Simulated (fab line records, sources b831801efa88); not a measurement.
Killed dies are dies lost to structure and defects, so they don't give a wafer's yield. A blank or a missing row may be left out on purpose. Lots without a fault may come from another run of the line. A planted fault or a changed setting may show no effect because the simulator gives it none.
One fault seen from 2 desks | flow sky130 | each desk has only its own numbers; what lay behind them comes last

THE TOOL OWNER'S DESK: rie_metal-01
The tool's own readings at SKY_METAL2_ETCH_18 (etches BARC in N2/H2, stops on SiO2, time 45.9 s, target depth 60 nm): means of the sampled wafers that have a number, for each lot that ran on this tool. A lot is out of limits, marked OUT, if its mean lies more than 4 standard deviations from the usual mean; the brackets give that distance.
Columns: A = drypump_motor_current_A at SKY_METAL2_ETCH_18, usual 5.8 A; B = n2_flow_sccm at SKY_METAL2_ETCH_18, usual 100.04 sccm; C = oes_product_au at SKY_METAL2_ETCH_18, usual 0.855 a.u.; D = throttle_valve_pct at SKY_METAL2_ETCH_18, usual 13.224 %
lot  | first seen here | A   | B      | C     | D
L738 | day 38 10:59    | 6.3 | 99.99  | 0.857 | 13.230
L743 | day 39 16:47    | 6.4 | 100.08 | 0.857 | 13.225
L747 | day 41 06:18    | 6.1 | 100.08 | 0.850 | 13.222
This desk's finding: nothing out of limits on any of the 3 lots.

THE METROLOGY DESK
What the gauges read, lot by lot, whatever tool the lot ran on: means of the sampled wafers that have a number. A lot is out of limits, marked OUT, if its mean lies more than 4 standard deviations from the usual mean; the brackets give that distance.
Columns: A = METAL2_ALCU_THK at SKY_METAL2_THK_MEAS_06, usual 250.3 nm; B = cd_nm at SKY_METAL2_CD_MEAS_15, usual 139.2 nm; C = METAL2_OVL at SKY_METAL2_OVL_MEAS_16, usual -1 nm
lot  | first seen here | A     | B     | C
L738 | day 37 08:21    | 251.4 | 140.5 | -6
L739 | day 37 13:34    | 247.8 | 139.2 | 3
L743 | day 38 14:58    | 249.9 | 139.4 | -4
L744 | day 38 22:12    | 247.9 | 138.9 | 0
L747 | day 40 06:29    | 252.7 | 138.0 | 5
L751 | day 41 00:56    | 252.2 | 137.7 | -7
This desk's finding: nothing out of limits on any of the 6 lots.

PUT TOGETHER
The tool owner's desk saw nothing out of limits.
The metrology desk saw nothing out of limits.

WHAT THE SIMULATOR HAD PUT IN
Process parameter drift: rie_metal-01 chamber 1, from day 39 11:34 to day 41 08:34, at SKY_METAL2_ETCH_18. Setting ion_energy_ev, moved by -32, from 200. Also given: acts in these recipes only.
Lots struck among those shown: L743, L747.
